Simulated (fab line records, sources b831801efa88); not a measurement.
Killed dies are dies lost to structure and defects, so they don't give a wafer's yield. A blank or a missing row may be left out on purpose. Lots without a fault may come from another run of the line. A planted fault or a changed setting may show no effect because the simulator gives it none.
Chamber matching | flow gf180mcu | GF_V3_ETCH_16 on rie_diel-04: 4 sister chambers
The step etches BARC in N2/H2. 14 wafers are shown with their chamber, then 7 later ones without.

WAFERS WITH THEIR CHAMBER
wafer  | chamber | drypump_motor_current_A (A) | throttle_valve_pct (%) | oes_product_au (a.u.)
L436.4 | 0       | 6.6                         | 13.222                 | 0.863
L436.5 | 0       | 6.6                         | 13.219                 | 0.848
L436.6 | 3       | 6.0                         | 13.240                 | 0.853
L441.4 | 2       | 6.5                         | 13.214                 | 0.852
L441.5 | 3       | 6.0                         | 13.233                 | 0.852
L441.6 | 2       | 6.5                         | 13.206                 | 0.849
L442.2 | 0       | 6.6                         | 13.231                 | 0.857
L442.3 | 3       | 6.0                         | 13.225                 | 0.855
L442.5 | 1       | 6.4                         | 13.217                 | 0.851
L451.2 | 2       | 6.4                         | 13.210                 | 0.864
L451.3 | 0       | 6.6                         | 13.229                 | 0.866
L451.6 | 0       | 6.6                         | 13.234                 | 0.853
L452.1 | 3       | 6.0                         | 13.218                 | 0.847
L452.3 | 1       | 6.4                         | 13.226                 | 0.855

SIGNATURES (means of the wafers above)
reading                 | chamber 0 | chamber 1 | chamber 2 | chamber 3 | scatter within a chamber
drypump_motor_current_A | 6.600     | 6.400     | 6.467     | 6.000     | 0.0258
throttle_valve_pct      | 13.22700  | 13.22150  | 13.21000  | 13.22900  | 0.0071
oes_product_au          | 0.85740   | 0.85300   | 0.85500   | 0.85175   | 0.00618
Rule: a wafer's distance from a chamber is the root of the sum, over the readings, of the square of ((its reading less the chamber's mean) divided by the reading's scatter). The wafer belongs to the nearest chamber; if the next one is less than 2 further off, it can't be placed. The scatter: the root of (the sum of the squares of (reading less its chamber's mean) over the shown wafers, divided by (wafers less chambers)).

WAFERS WITHOUT THEIR CHAMBER
wafer  | drypump_motor_current_A (A) | throttle_valve_pct (%) | oes_product_au (a.u.)
L452.6 | 6.5                         | 13.238                 | 0.849
L454.1 | 6.5                         | 13.218                 | 0.852
L454.2 | 6.6                         | 13.229                 | 0.850
L454.5 | 6.4                         | 13.239                 | 0.852
L455.3 | 6.0                         | 13.226                 | 0.853
L455.4 | 6.4                         | 13.248                 | 0.853
L455.5 | 6.0                         | 13.212                 | 0.852

WHICH CHAMBER EACH WENT THROUGH
wafer  | from the rows above          | in truth
L452.6 | can't be placed: 2 or 0 or 1 | 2
L454.1 | 2                            | 2
L454.2 | 0                            | 0
L454.5 | 1                            | 1
L455.3 | 3                            | 3
L455.4 | 1                            | 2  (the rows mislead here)
L455.5 | 3                            | 3
Placed correctly: 5 of 7. Can't be placed from these rows: 1 (the true chamber is among the candidates in 1). Placed wrongly: 1.
